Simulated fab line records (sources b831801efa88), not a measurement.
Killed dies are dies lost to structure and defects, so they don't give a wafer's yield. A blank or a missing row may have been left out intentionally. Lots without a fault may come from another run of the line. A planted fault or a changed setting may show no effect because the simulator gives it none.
What tool caused it? | flow gf180mcu | 39 wafers from 13 lots sampled at 5 of the route's 602 steps

## WHAT THE GAUGES SHOWED, per wafer
GF_STI_CD_MEAS_12 targets a cd of 220 nm. Usual: cdNm 220.0 nm, standard deviation 1.3.
lot  | measured    | on       | cdNm (nm)                           | flag
L772 | day 2 01:24 | cdSem-01 | 218.1 219.5 220.1                   | 
L773 | day 2 06:20 | cdSem-01 | 221.9 221.0 222.3                   | 
L774 | day 2 11:45 | cdSem-01 | 217.5 218.7 217.9                   | 
L776 | day 2 22:14 | cdSem-02 | 219.4 220.0 218.4                   | 
L779 | day 3 13:20 | cdSem-02 | 222.0 221.5 222.4                   | 
L781 | day 3 22:45 | cdSem-02 | 219.8 219.1 220.0                   | 
L782 | day 4 05:56 | cdSem-02 | 221.4 220.9 221.7                   | 
L785 | day 4 21:00 | cdSem-01 | 220.2 220.8 220.7                   | 
L786 | day 5 01:26 | cdSem-01 | 218.3 218.7 218.9                   | 
L791 | day 6 02:38 | cdSem-01 | 220.3 220.5 219.1                   | 
L792 | day 6 08:26 | cdSem-01 | 215.4 215.6 215.8                   | OFF
L793 | day 6 16:38 | cdSem-01 | 214.7 213.8 214.1 214.3 213.4 214.3 | OFF
L795 | day 6 23:42 | cdSem-01 | 219.8 221.2 220.1                   | 

GF_M1_RS_MEAS_05: the measuring method here is four-point-probe. Usual: M1_ALCU_RS gives 0.0702 ohm/sq (standard deviation 0.00085).
lot  | measured     | on           | M1_ALCU_RS (ohm/sq)  | flag
L772 | day 16 04:00 | filmMetro-02 | 0.0713 0.0709 0.0715 | 
L773 | day 16 21:05 | filmMetro-02 | 0.0708 0.0708 0.0709 | 
L774 | day 17 07:36 | filmMetro-02 | 0.0701 0.0712 0.0701 | 
L776 | day 17 12:43 | filmMetro-01 | 0.0698 0.0702 0.0702 | 
L779 | day 18 23:53 | filmMetro-01 | 0.0696 0.0703 0.0691 | 
L781 | day 19 15:03 | filmMetro-01 | 0.0709 0.0699 0.0701 | 
L782 | day 20 05:05 | filmMetro-01 | 0.0714 0.0692 0.0705 | 
L785 | day 21 05:16 | filmMetro-04 | 0.0705 0.0703 0.0706 | 
L786 | day 21 12:58 | filmMetro-02 | 0.0710 0.0700 0.0714 | 
L791 | day 22 20:27 | filmMetro-02 | 0.0695 0.0694 0.0704 | 
L792 | day 23 06:06 | filmMetro-01 | 0.0696 0.0713 0.0698 | 
L793 | day 24 08:41 | filmMetro-02 | 0.0708 0.0696 0.0699 | 
L795 | day 24 14:13 | filmMetro-02 | 0.0690 0.0686 0.0680 | 

GF_M1_THK_MEAS_06: measures by xrf. Usual: M1_ALCU_THK gives 443 nm (standard deviation 5.5).
lot  | measured     | on           | M1_ALCU_THK (nm) | flag
L772 | day 16 04:06 | filmMetro-02 | 435 438 434      | 
L773 | day 16 21:12 | filmMetro-02 | 438 437 436      | 
L774 | day 17 07:43 | filmMetro-02 | 440 435 439      | 
L776 | day 17 12:49 | filmMetro-01 | 450 448 448      | 
L779 | day 19 00:00 | filmMetro-01 | 448 444 452      | 
L781 | day 19 15:09 | filmMetro-01 | 440 446 445      | 
L782 | day 20 05:12 | filmMetro-01 | 439 451 444      | 
L785 | day 21 05:22 | filmMetro-04 | 439 442 440      | 
L786 | day 21 13:03 | filmMetro-02 | 435 438 431      | 
L791 | day 22 20:34 | filmMetro-02 | 446 447 440      | 
L792 | day 23 06:13 | filmMetro-01 | 444 437 444      | 
L793 | day 24 08:48 | filmMetro-02 | 438 446 441      | 
L795 | day 24 14:20 | filmMetro-02 | 447 452 455      | 

## WHAT TOOL EACH LOT RAN ON (gives the tool, then ch and the chambers of the sampled wafers, and finally the start)
lot  | GF_STI_SOFTBAKE_08              | GF_SALICIDE_RTA_06
L772 | lithoTrack-01 ch 0, day 1 19:02 | rtpAnneal-01 ch 0, day 15 03:20
L773 | lithoTrack-04 ch 0, day 2 00:17 | rtpAnneal-02 ch 0, day 15 20:06
L774 | lithoTrack-04 ch 0, day 2 05:38 | rtpAnneal-02 ch 0, day 16 06:28
L776 | lithoTrack-04 ch 0, day 2 16:08 | rtpAnneal-01 ch 0, day 16 11:58
L779 | lithoTrack-02 ch 0, day 3 07:00 | rtpAnneal-01 ch 0, day 17 21:11
L781 | lithoTrack-04 ch 0, day 3 16:37 | rtpAnneal-01 ch 0, day 18 12:38
L782 | lithoTrack-02 ch 0, day 3 23:24 | rtpAnneal-01 ch 0, day 19 02:13
L785 | lithoTrack-02 ch 0, day 4 14:00 | rtpAnneal-02 ch 0, day 20 02:03
L786 | lithoTrack-01 ch 0, day 4 18:21 | rtpAnneal-02 ch 0, day 20 10:24
L791 | lithoTrack-02 ch 0, day 5 19:57 | rtpAnneal-01 ch 0, day 21 18:24
L792 | lithoTrack-04 ch 0, day 6 00:53 | rtpAnneal-01 ch 0, day 22 03:49
L793 | lithoTrack-04 ch 0, day 6 09:25 | rtpAnneal-02 ch 0, day 23 07:10
L795 | lithoTrack-01 ch 0, day 6 16:08 | rtpAnneal-02 ch 0, day 23 13:07
- GF_STI_SOFTBAKE_08: time 60 s.
- GF_SALICIDE_RTA_06: time 30 s.

## AS READ BY THE TOOLS THEMSELVES (means over the sampled wafers that have a number; for cases with no such wafer, the mark the record gives instead)
GF_STI_SOFTBAKE_08. Usual: exhaustPa 44.7 Pa, standard deviation 0.82; heaterPowerTotalW 93.05 W, standard deviation 0.06; plateTempC 129.97 C, standard deviation 0.13.
lot  | tool          | exhaustPa (Pa) | heaterPowerTotalW (W) | plateTempC (C) | flag
L772 | lithoTrack-01 | 45.4           | 93.03                 | 129.91         | 
L773 | lithoTrack-04 | 45.4           | 93.04                 | 129.98         | 
L774 | lithoTrack-04 | 45.6           | 93.04                 | 129.93         | 
L776 | lithoTrack-04 | 44.6           | 93.05                 | 129.97         | 
L779 | lithoTrack-02 | 45.3           | 93.07                 | 129.91         | 
L781 | lithoTrack-04 | 45.0           | 93.06                 | 129.85         | 
L782 | lithoTrack-02 | 44.2           | 93.01                 | 129.91         | 
L785 | lithoTrack-02 | 44.6           | 93.12                 | 130.01         | 
L786 | lithoTrack-01 | 45.3           | 93.05                 | 130.03         | 
L791 | lithoTrack-02 | 44.9           | 93.07                 | 130.16         | 
L792 | lithoTrack-04 | 44.5           | 94.77                 | 131.90         | OFF
L793 | lithoTrack-04 | 44.7           | 94.81                 | 131.82         | OFF
L795 | lithoTrack-01 | 44.3           | 93.04                 | 130.00         | 

GF_SALICIDE_RTA_06. Usual: lampPowerPct 6.1 %, standard deviation 0.41; wafer_temp_C_max 532.2, standard deviation 0.54.
lot  | tool         | lampPowerPct (%) | wafer_temp_C_max | flag
L772 | rtpAnneal-01 | 5.6              | 531.6            | 
L773 | rtpAnneal-02 | 6.4              | 532.6            | 
L774 | rtpAnneal-02 | 6.4              | 532.0            | 
L776 | rtpAnneal-01 | 5.6              | 531.8            | 
L779 | rtpAnneal-01 | 5.6              | 532.0            | 
L781 | rtpAnneal-01 | 5.6              | 531.9            | 
L782 | rtpAnneal-01 | 5.6              | 531.9            | 
L785 | rtpAnneal-02 | 6.4              | 532.7            | 
L786 | rtpAnneal-02 | 6.4              | 532.7            | 
L791 | rtpAnneal-01 | 5.6              | 531.6            | 
L792 | rtpAnneal-01 | 5.6              | 531.9            | 
L793 | rtpAnneal-02 | 6.4              | 532.7            | 
L795 | rtpAnneal-02 | 6.4              | 532.5            | 

## THE ANSWER, worked out from the rows above alone
Rule: take the mean of a lot's wafers that have a number; if it is more than 3 standard deviations from the usual mean, the lot is off. A lot without any number at a reading at which 4 lots or more have one is off too. Any other lot the step has rows for is counted as sound. The gauges are gone through in route order, then the tools' own readings, and for those a lot's mean is taken as printed above. The first step at which some lot is off is used, and at that step the reading that is off furthest; a lot without a number counts as furthest.
Off, at GF_STI_CD_MEAS_12 on cdNm: L792, L793.
If a tool, at a process step before that reading, ran all the lots that are off and no sound lot after the first of them, it fits. Not tried: the gauges at GF_STI_CD_MEAS_12; whatever is off there is also off at GF_STI_SOFTBAKE_08, on other tools, and gauge error can't account for it. One candidate fits, namely lithoTrack-04 at GF_STI_SOFTBAKE_08. Its last sound lot is L781 (day 3 16:37), its first lot that is off L792 (day 6 00:53): a fault that began between those two fits.
The tool's own readings at GF_STI_SOFTBAKE_08 bear it out: on the lots that are off they differ by more than 5 times the standard deviation of the sound lots' means. heaterPowerTotalW reads 94.79 W there against 93.05 W on the sound lots; plateTempC reads 131.86 C there against 129.97 C on the sound lots.

## WHAT THE SIMULATOR HAD PUT IN
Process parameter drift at GF_STI_SOFTBAKE_08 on lithoTrack-04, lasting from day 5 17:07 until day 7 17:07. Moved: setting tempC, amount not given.
Lots struck among those shown: L792, L793. The same result came from the rule above.
